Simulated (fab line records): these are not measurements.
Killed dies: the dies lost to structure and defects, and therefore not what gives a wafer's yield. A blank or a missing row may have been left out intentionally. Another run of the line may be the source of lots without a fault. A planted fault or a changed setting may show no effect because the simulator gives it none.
What tool caused it? + flow gf180mcu + 24 lots with 72 wafers sampled at 5 steps, on a route of 602 steps

## WHAT THE GAUGES READ, wafer by wafer
GF_V3_THK_MEAS_01. Usual: V3_CVD_00_THK gives 598 nm (standard deviation 6.6).
| lot  | measured     | on           | V3_CVD_00_THK (nm) | flag |
|------|--------------|--------------|--------------------|------|
| L074 | day 21 08:29 | filmMetro-03 | 604 612 600        |      |
| L075 | day 21 17:10 | filmMetro-04 | 594 601 606        |      |
| L076 | day 22 05:25 | filmMetro-04 | 595 592 600        |      |
| L077 | day 22 07:40 | filmMetro-04 | 603 599 599        |      |
| L078 | day 23 00:49 | filmMetro-02 | 610 593 596        |      |
| L079 | day 23 07:34 | filmMetro-03 | 608 606 609        |      |
| L080 | day 23 16:49 | filmMetro-03 | 601 596 598        |      |
| L081 | day 23 20:49 | filmMetro-04 | 606 609 603        |      |
| L082 | day 24 07:56 | filmMetro-03 | 591 597 601        |      |
| L083 | day 24 16:56 | filmMetro-03 | 599 591 597        |      |
| L084 | day 25 01:47 | filmMetro-03 | 596 594 599        |      |
| L085 | day 25 12:01 | filmMetro-04 | 584 580 587        |      |
| L086 | day 25 20:15 | filmMetro-04 | 594 595 589        |      |
| L087 | day 26 02:19 | filmMetro-02 | 601 595 598        |      |
| L088 | day 26 07:01 | filmMetro-03 | 581 597 594        |      |
| L089 | day 26 17:40 | filmMetro-03 | 606 605 597        |      |
| L090 | day 26 23:52 | filmMetro-03 | 604 607 603        |      |
| L091 | day 27 03:07 | filmMetro-02 | 600 602 604        |      |
| L092 | day 27 09:34 | filmMetro-02 | 596 601 597        |      |
| L093 | day 27 18:07 | filmMetro-02 | 601 606 597        |      |
| L094 | day 28 01:01 | filmMetro-02 | 599 598 604        |      |
| L095 | day 28 05:36 | filmMetro-04 | 593 585 592        |      |
| L096 | day 28 14:40 | filmMetro-04 | 599 605 604        |      |
| L097 | day 28 17:48 | filmMetro-04 | 597 604 591        |      |

GF_TOP_METAL_OVL_MEAS_15. Usual: TOP_METAL_OVL gives -0.4 nm (standard deviation 1.5).
| lot  | measured     | on         | TOP_METAL_OVL (nm) | flag |
|------|--------------|------------|--------------------|------|
| L074 | day 28 01:10 | overlay-02 | -0.2 -1.1 -3.1     |      |
| L075 | day 28 08:39 | overlay-01 | -1.5 0.3 0.4       |      |
| L076 | day 28 19:12 | overlay-02 | -0.4 -0.9 -1.5     |      |
| L077 | day 28 20:15 | overlay-02 | 0.8 -0.4 -1.6      |      |
| L078 | day 29 11:49 | overlay-01 | 0.5 0.8 -0.6       |      |
| L079 | day 29 16:20 | overlay-01 | 0.3 0.5 -0.5       |      |
| L080 | day 29 23:48 | overlay-01 | 0.9 1.5 0.2        |      |
| L081 | day 30 02:42 | overlay-02 | 0.1 -0.4 -2.7      |      |
| L082 | day 30 12:58 | overlay-02 | 0.4 2.4 0.8        |      |
| L083 | day 30 20:31 | overlay-01 | 0.2 1.8 1.8        |      |
| L084 | day 31 04:01 | overlay-01 | -3.8 -2.4 -4.7     |      |
| L085 | day 31 11:43 | overlay-01 | 1.2 1.2 -1.7       |      |
| L086 | day 31 17:39 | overlay-01 | -2.4 -2.1 -4.4     |      |
| L087 | day 32 00:03 | overlay-02 | -1.4 -1.3 -0.8     |      |
| L088 | day 32 04:44 | overlay-01 | -0.7 0.6 -0.3      |      |
| L089 | day 32 11:46 | overlay-02 | -1.7 -2.1 -0.4     |      |
| L090 | day 32 18:21 | overlay-02 | 0.4 2.2 0.2        |      |
| L091 | day 32 22:03 | overlay-01 | 0.7 -0.4 -0.4      |      |
| L092 | day 33 03:25 | overlay-01 | 0.3 -0.3 -1.5      |      |
| L093 | day 33 06:15 | overlay-01 | -2.5 -0.9 0.5      |      |
| L094 | day 33 14:10 | overlay-02 | -1.8 -0.9 -0.5     |      |
| L095 | day 33 16:46 | overlay-01 | 1.6 1.5 0.0        |      |
| L096 | day 33 23:31 | overlay-02 | -0.2 -1.1 -1.8     |      |
| L097 | day 34 04:31 | overlay-01 | 0.4 0.1 1.3        |      |

## WHAT TOOL EACH LOT RAN ON (gives the tool, then ch and the chambers of the sampled wafers, and finally the start)
| lot  | GF_V2_CMP_26                  | GF_V4_ETCH_16                     | GF_V5_CVD_02                    |
|------|-------------------------------|-----------------------------------|---------------------------------|
| L074 | cmp-01 ch 0,2,3, day 20 06:53 | rieDiel-04 ch 0,2, day 24 09:02   | pecvd-01 ch 1,2, day 26 06:28   |
| L075 | cmp-02 ch 2,3, day 20 16:46   | rieDiel-04 ch 1,2, day 24 16:55   | pecvd-02 ch 1,2, day 26 14:49   |
| L076 | cmp-01 ch 0,2,3, day 21 04:49 | rieDiel-01 ch 1,2, day 25 04:08   | pecvd-01 ch 1,2, day 27 00:36   |
| L077 | cmp-02 ch 0,2,3, day 21 06:43 | rieDiel-01 ch 1,2,3, day 25 06:38 | pecvd-03 ch 0,2, day 27 02:45   |
| L078 | cmp-02 ch 0,1,2, day 22 00:28 | rieDiel-02 ch 0,1,2, day 25 22:50 | pecvd-03 ch 1,2, day 27 19:09   |
| L079 | cmp-01 ch 2,3, day 22 06:47   | rieDiel-02 ch 0,2,3, day 26 04:17 | pecvd-02 ch 0,2, day 27 23:29   |
| L080 | cmp-02 ch 0,2,3, day 22 16:21 | rieDiel-02 ch 1,2,3, day 26 12:56 | pecvd-03 ch 0,1,2, day 28 07:40 |
| L081 | cmp-01 ch 0,1,3, day 22 20:45 | rieDiel-04 ch 0,1,2, day 26 16:50 | pecvd-02 ch 0,2, day 28 11:01   |
| L082 | cmp-02 ch 1,2,3, day 23 08:20 | rieDiel-02 ch 0,3, day 27 02:22   | pecvd-03 ch 0,1,2, day 28 20:53 |
| L083 | cmp-01 ch 0,1,2, day 23 17:38 | rieDiel-02 ch 0,2, day 27 11:26   | pecvd-01 ch 0,1,2, day 29 04:35 |
| L084 | cmp-01 ch 1,2, day 24 02:55   | rieDiel-02 ch 2,3, day 27 19:41   | pecvd-02 ch 1,2, day 29 13:11   |
| L085 | cmp-02 ch 0,1,2, day 24 12:28 | rieDiel-02 ch 0,1,3, day 28 03:55 | pecvd-02 ch 0,2, day 29 20:56   |
| L086 | cmp-01 ch 0,2, day 24 21:25   | rieDiel-01 ch 0,2, day 28 12:09   | pecvd-02 ch 0,1, day 30 04:24   |
| L087 | cmp-02 ch 0,1,3, day 25 03:24 | rieDiel-04 ch 0,2,3, day 28 17:34 | pecvd-02 ch 0,1, day 30 10:37   |
| L088 | cmp-02 ch 0,3, day 25 08:52   | rieDiel-04 ch 0,1,3, day 28 22:52 | pecvd-01 ch 0,2, day 30 15:57   |
| L089 | cmp-01 ch 1,2,3, day 25 20:14 | rieDiel-02 ch 1,2,3, day 29 08:23 | pecvd-02 ch 1,2, day 31 00:37   |
| L090 | cmp-01 ch 0,1, day 26 02:06   | rieDiel-01 ch 0,2,3, day 29 14:31 | pecvd-02 ch 0,1, day 31 06:14   |
| L091 | cmp-02 ch 0,1,3, day 26 05:25 | rieDiel-01 ch 0,1,2, day 29 17:20 | pecvd-01 ch 0,1,2, day 31 09:21 |
| L092 | cmp-01 ch 1,2,3, day 26 12:59 | rieDiel-01 ch 0,2,3, day 30 00:04 | pecvd-01 ch 0,1,2, day 31 16:14 |
| L093 | cmp-01 ch 2,3, day 26 20:46   | rieDiel-01 ch 0,1, day 30 05:28   | pecvd-02 ch 0,2, day 31 19:55   |
| L094 | cmp-01 ch 0,2, day 27 04:03   | rieDiel-01 ch 0,3, day 30 13:29   | pecvd-02 ch 0,1, day 32 02:53   |
| L095 | cmp-01 ch 0,1,2, day 27 08:47 | rieDiel-01 ch 0,1, day 30 17:56   | pecvd-01 ch 1,2, day 32 06:58   |
| L096 | cmp-01 ch 0,2,3, day 27 18:05 | rieDiel-02 ch 0,1,2, day 31 01:25 | pecvd-03 ch 1,2, day 32 14:36   |
| L097 | cmp-01 ch 0,1,3, day 27 21:11 | rieDiel-04 ch 1,2, day 31 05:18   | pecvd-02 ch 0,1,2, day 32 18:41 |
- GF_V2_CMP_26: polishes, stops on SiO2, t overpolish 15 s, target thk 0 nm.
- GF_V4_ETCH_16: etches BARC in N2/H2.
- GF_V5_CVD_02: deposits SiO2 from TEOS, target thk 1450 nm, time 163.28 s.

## WHAT THE TOOLS THEMSELVES READ (means of the sampled wafers that have a number; where no wafer has one, the mark that the record gives instead)
GF_V2_CMP_26. Usual: headPressurePsi 3.500 psi, standard deviation 0.0073; motorCurrentA 10.5 A, standard deviation 0.97; overpolishRunS 14.999 s, standard deviation 0.0089; platenRpm 60.00 rpm, standard deviation 0.041; timeToEndpointS 87 s, standard deviation 3.5.
| lot  | tool   | headPressurePsi (psi) | motorCurrentA (A) | overpolishRunS (s) | platenRpm (rpm) | timeToEndpointS (s) | flag |
|------|--------|-----------------------|-------------------|--------------------|-----------------|---------------------|------|
| L074 | cmp-01 | 3.496                 | 10.6              | 15.005             | 60.06           | 88                  |      |
| L075 | cmp-02 | 3.500                 | 10.8              | 14.998             | 60.02           | 88                  |      |
| L076 | cmp-01 | 3.504                 | 11.2              | 15.009             | 60.00           | 84                  |      |
| L077 | cmp-02 | 3.501                 | 10.4              | 14.993             | 60.03           | 89                  |      |
| L078 | cmp-02 | 3.495                 | 10.4              | 14.996             | 60.03           | 91                  |      |
| L079 | cmp-01 | 3.502                 | 10.8              | 15.009             | 60.01           | 88                  |      |
| L080 | cmp-02 | 3.505                 | 10.2              | 15.001             | 60.02           | 87                  |      |
| L081 | cmp-01 | 3.504                 | 10.2              | 15.006             | 60.00           | 90                  |      |
| L082 | cmp-02 | 3.495                 | 11.0              | 14.994             | 60.00           | 88                  |      |
| L083 | cmp-01 | 3.495                 | 10.6              | 15.008             | 60.00           | 87                  |      |
| L084 | cmp-01 | 3.493                 | 9.4               | 15.001             | 60.03           | 87                  |      |
| L085 | cmp-02 | 3.501                 | 10.7              | 15.004             | 60.00           | 94                  |      |
| L086 | cmp-01 | 3.493                 | 10.6              | 15.003             | 60.03           | 84                  |      |
| L087 | cmp-02 | 3.502                 | 10.7              | 15.006             | 59.97           | 92                  |      |
| L088 | cmp-02 | 3.496                 | 9.6               | 14.999             | 60.02           | 88                  |      |
| L089 | cmp-01 | 3.495                 | 9.9               | 15.007             | 59.98           | 82                  |      |
| L090 | cmp-01 | 3.499                 | 10.7              | 15.003             | 59.99           | 83                  |      |
| L091 | cmp-02 | 3.506                 | 11.0              | 14.998             | 59.99           | 94                  |      |
| L092 | cmp-01 | 3.505                 | 10.0              | 14.987             | 60.00           | 84                  |      |
| L093 | cmp-01 | 3.501                 | 10.3              | 14.989             | 59.96           | 85                  |      |
| L094 | cmp-01 | 3.497                 | 10.8              | 14.999             | 60.01           | 86                  |      |
| L095 | cmp-01 | 3.504                 | 10.5              | 14.997             | 59.98           | 84                  |      |
| L096 | cmp-01 | 3.502                 | 11.2              | 14.999             | 60.00           | 85                  |      |
| L097 | cmp-01 | 3.503                 | 10.2              | 15.004             | 60.00           | 87                  |      |

GF_V4_ETCH_16. Usual: drypumpMotorCurrentA 5.78 A, standard deviation 0.3; n2FlowSccm 100.0 sccm, standard deviation 0.31; oesProductAu 0.854 a.u., standard deviation 0.0045; rfFwdPowerW 495.3 W, standard deviation 2.2; throttleValvePct 13.225 %, standard deviation 0.0085.
| lot  | tool       | drypumpMotorCurrentA (A) | n2FlowSccm (sccm) | oesProductAu (a.u.) | rfFwdPowerW (W) | throttleValvePct (%) | flag |
|------|------------|--------------------------|-------------------|---------------------|-----------------|----------------------|------|
| L074 | rieDiel-04 | 5.55                     | 99.8              | 0.857               | 497.5           | 13.235               |      |
| L075 | rieDiel-04 | 6.21                     | 100.1             | 0.855               | 492.8           | 13.231               |      |
| L076 | rieDiel-01 | 6.00                     | 99.9              | 0.856               | 495.3           | 13.224               |      |
| L077 | rieDiel-01 | 5.89                     | 100.2             | 0.850               | 495.2           | 13.226               |      |
| L078 | rieDiel-02 | 5.56                     | 100.3             | 0.856               | 495.0           | 13.235               |      |
| L079 | rieDiel-02 | 5.68                     | 100.0             | 0.858               | 494.1           | 13.215               |      |
| L080 | rieDiel-02 | 5.75                     | 99.7              | 0.854               | 495.5           | 13.231               |      |
| L081 | rieDiel-04 | 5.79                     | 99.9              | 0.850               | 493.7           | 13.227               |      |
| L082 | rieDiel-02 | 5.56                     | 99.7              | 0.855               | 494.0           | 13.226               |      |
| L083 | rieDiel-02 | 5.52                     | 99.7              | 0.853               | 495.1           | 13.228               |      |
| L084 | rieDiel-02 | 5.85                     | 100.4             | 0.851               | 494.1           | 13.224               |      |
| L085 | rieDiel-02 | 5.60                     | 100.0             | 0.856               | 496.4           | 13.220               |      |
| L086 | rieDiel-01 | 5.94                     | 100.3             | 0.856               | 496.2           | 13.230               |      |
| L087 | rieDiel-04 | 5.75                     | 100.4             | 0.854               | 496.1           | 13.222               |      |
| L088 | rieDiel-04 | 6.01                     | 100.1             | 0.856               | 496.1           | 13.218               |      |
| L089 | rieDiel-02 | 5.73                     | 100.0             | 0.856               | 495.5           | 13.222               |      |
| L090 | rieDiel-01 | 5.83                     | 100.2             | 0.852               | 496.9           | 13.222               |      |
| L091 | rieDiel-01 | 5.87                     | 100.0             | 0.855               | 496.4           | 13.223               |      |
| L092 | rieDiel-01 | 5.84                     | 100.2             | 0.852               | 496.4           | 13.218               |      |
| L093 | rieDiel-01 | 5.76                     | 99.9              | 0.851               | 495.2           | 13.226               |      |
| L094 | rieDiel-01 | 5.72                     | 100.1             | 0.859               | 495.3           | 13.215               |      |
| L095 | rieDiel-01 | 5.79                     | 100.0             | 0.854               | 495.3           | 13.221               |      |
| L096 | rieDiel-02 | 5.56                     | 100.2             | 0.856               | 494.1           | 13.225               |      |
| L097 | rieDiel-04 | 6.19                     | 100.0             | 0.853               | 492.4           | 13.226               |      |

GF_V5_CVD_02. Usual: heaterPowerW 630 W, standard deviation 81; rfFwdPowerW 597.5 W, standard deviation 1.9.
| lot  | tool     | heaterPowerW (W) | rfFwdPowerW (W) | flag |
|------|----------|------------------|-----------------|------|
| L074 | pecvd-01 | 556              | 598.8           |      |
| L075 | pecvd-02 | 616              | 599.0           |      |
| L076 | pecvd-01 | 536              | 596.2           |      |
| L077 | pecvd-03 | 597              | 596.8           |      |
| L078 | pecvd-03 | 676              | 598.2           |      |
| L079 | pecvd-02 | 625              | 597.8           |      |
| L080 | pecvd-03 | 644              | 598.4           |      |
| L081 | pecvd-02 | 606              | 596.5           |      |
| L082 | pecvd-03 | 667              | 595.2           |      |
| L083 | pecvd-01 | 629              | 597.8           |      |
| L084 | pecvd-02 | 670              | 595.9           |      |
| L085 | pecvd-02 | 617              | 597.7           |      |
| L086 | pecvd-02 | 622              | 598.3           |      |
| L087 | pecvd-02 | 630              | 598.0           |      |
| L088 | pecvd-01 | 643              | 598.2           |      |
| L089 | pecvd-02 | 686              | 598.4           |      |
| L090 | pecvd-02 | 661              | 597.2           |      |
| L091 | pecvd-01 | 551              | 596.8           |      |
| L092 | pecvd-01 | 610              | 597.9           |      |
| L093 | pecvd-02 | 624              | 598.9           |      |
| L094 | pecvd-02 | 623              | 596.8           |      |
| L095 | pecvd-01 | 601              | 596.6           |      |
| L096 | pecvd-03 | 640              | 596.2           |      |
| L097 | pecvd-02 | 554              | 596.0           |      |

## THE ANSWER, worked out from the rows above alone
Rule: a lot counts as off when the mean over its wafers that have a number is more than 3 standard deviations away from the usual mean. Also off: a lot with no number at a reading for which 4 or more lots have one. Where the step has rows for the other lots, those lots are counted as sound. After the gauges, taken in route order, come the tools' own readings; for these a lot's mean is taken, as printed above. The first step at which some lot is off is used, and at that step the reading that is off furthest; a lot without a number counts as furthest.
No lot is off at any reading shown: from this, nothing can be told.

## WHAT THE SIMULATOR PUT IN
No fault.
